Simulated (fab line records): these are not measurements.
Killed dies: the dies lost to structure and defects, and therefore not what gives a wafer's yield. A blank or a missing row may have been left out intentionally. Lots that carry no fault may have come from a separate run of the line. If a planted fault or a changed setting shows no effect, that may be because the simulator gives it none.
Chamber matching	flow sky130	4 sister chambers for SKY_VIA2_CMP_24 on cmp-02
The step polishes, stops on SiO2, t overpolish 20 s, target thk 0 nm. 8 wafers are shown with their chamber, then 11 later ones without.

## WAFERS, EACH WITH ITS CHAMBER
wafer	chamber	motor-current-A (A)	time-to-endpoint-s (s)
L085.6	3	9.0	104
L086.1	3	9.6	109
L086.2	1	12.2	108
L086.4	2	10.7	102
L087.4	0	10.7	105
L087.5	1	12.0	106
L087.6	0	10.9	109
L088.1	2	10.7	99

## WAFERS WITH NO CHAMBER GIVEN
wafer	motor-current-A (A)	time-to-endpoint-s (s)
L088.2	9.9	107
L088.3	11.9	105
L090.2	10.7	103
L090.4	11.1	104
L090.5	10.6	105
L095.1	9.4	112
L095.3	10.2	108
L095.5	9.4	110
L097.2	12.9	113
L097.3	9.6	107
L097.5	13.1	113

## WHICH CHAMBER EACH WENT THROUGH
wafer	from the rows above	in truth
L088.2	can't be placed: 3 or 0 or 2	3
L088.3	1	1
L090.2	can't be placed: 2 or 0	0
L090.4	can't be placed: 0 or 2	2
L090.5	can't be placed: 0 or 2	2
L095.1	3	3
L095.3	can't be placed: 0 or 2 or 3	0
L095.5	3	3
L097.2	1	1
L097.3	3	3
L097.5	1	1
Correctly placed: 6 of 11. These rows do not allow placing 5 (true chamber among the candidates in 5). Placed wrongly: 0.
How it was worked out, from the rows above alone: a wafer's distance from a chamber is the root of the sum, over the readings, of the square of ((its reading less the chamber's mean) divided by the reading's scatter). If the next closest chamber is less than 2 further off than the closest, the wafer can't be placed; otherwise it belongs to the closest. The mean given for a chamber averages the wafers shown for that chamber. The scatter is the square root of a quotient: the sum, over the shown wafers, of each reading's squared deviation from its chamber's mean, divided by wafers minus chambers.
